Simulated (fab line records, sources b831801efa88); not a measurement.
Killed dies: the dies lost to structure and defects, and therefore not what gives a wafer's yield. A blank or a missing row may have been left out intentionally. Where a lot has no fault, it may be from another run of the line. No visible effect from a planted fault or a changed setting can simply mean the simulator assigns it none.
Split-lot study -- flow gf180mcu -- 5 lots, 23 wafers read, on a route of 602 steps

== THE SPLIT ITSELF ==
At GF_HV_LDD_IMPLANT_48, the setting energy-kev was moved away from the recipe's 25 on 8 of the 23 wafers read, by -4.7% to +2.7%. The other wafers ran this setting at the recipe's value.

The reading comes from the split's own step.

== THE READING ==
The simulator's own value implant.drp-nm, read by no gauge, in nm at GF_HV_LDD_IMPLANT_48. The file does not state a usual value for it.

wafer,"tool, chamber at the split",energy-kev as run,against the recipe,"implant.drp-nm, nm",against lot-mates on the recipe
L079.2,"implanter-01, 0",25,recipe,35.62,-
L079.6,"implanter-01, 0",25,recipe,35.62,-
L079.3,"implanter-01, 0",25.67,+2.7%,36.74,+1.12
L079.4,"implanter-01, 0",25.67,+2.7%,36.74,+1.12
L079.5,"implanter-01, 0",25.67,+2.7%,36.74,+1.12
L080.2,"implanter-01, 0",25,recipe,35.62,-
L080.5,"implanter-01, 0",25,recipe,35.62,-
L080.6,"implanter-01, 0",25,recipe,35.62,-
L081.1,"implanter-03, 0",23.83,-4.7%,33.67,-1.95
L081.3,"implanter-03, 0",23.83,-4.7%,33.67,-1.95
L081.2,"implanter-03, 0",25,recipe,35.62,-
L081.4,"implanter-03, 0",25,recipe,35.62,-
L081.5,"implanter-03, 0",25,recipe,35.62,-
L082.1,"implanter-03, 0",25,recipe,35.62,-
L082.2,"implanter-03, 0",25,recipe,35.62,-
L082.3,"implanter-03, 0",24.26,-3.0%,34.39,-1.23
L082.5,"implanter-03, 0",24.26,-3.0%,34.39,-1.23
L082.6,"implanter-03, 0",24.26,-3.0%,34.39,-1.23
L084.1,"implanter-01, 0",25,recipe,35.62,-
L084.2,"implanter-01, 0",25,recipe,35.62,-
L084.4,"implanter-01, 0",25,recipe,35.62,-
L084.5,"implanter-01, 0",25,recipe,35.62,-
L084.6,"implanter-01, 0",25,recipe,35.62,-

THE FIT
A straight line over all 23 wafers: implant.drp-nm changes by +0.417 nm for each +1% of energy-kev; r = +1.00; the points scatter about the line by 0.0015 nm.
The same after taking each lot's own level away (the mean of its wafers on the recipe; 23 wafers): +0.417 nm for each +1%; r = +1.00; scatter 0.0015 nm.
Per that fit: largest energy-kev move, reading shift of 2 nm.
The lots' own levels span 35.620 to 35.620 nm.
The two slopes are in agreement: the lot-to-lot level therefore moves the slope only a little.
Check: for one of the wafers moved furthest among these (-4.7%), held out of the fit, the line's prediction against its lot-mates is -1.95 nm. Against them it came out at -1.95 nm.

== THE WHOLE CHAIN: every reading that the file lists as answering this split, in the file's order ==
step,what it does,reading,change (the file's fit),r (the file's)
GF_HV_LDD_IMPLANT_48,,"implant.rp-nm (the simulator's own value, which no gauge read)",+0.812 nm for each +1% of the setting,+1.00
GF_HV_LDD_IMPLANT_48,,"implant.drp-nm (the simulator's own value, which no gauge read)",+0.417 nm for each +1% of the setting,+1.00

== FILE'S OWN FIT ==
implant.drp-nm changes by +0.417 nm for each +1% of energy-kev, r = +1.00.
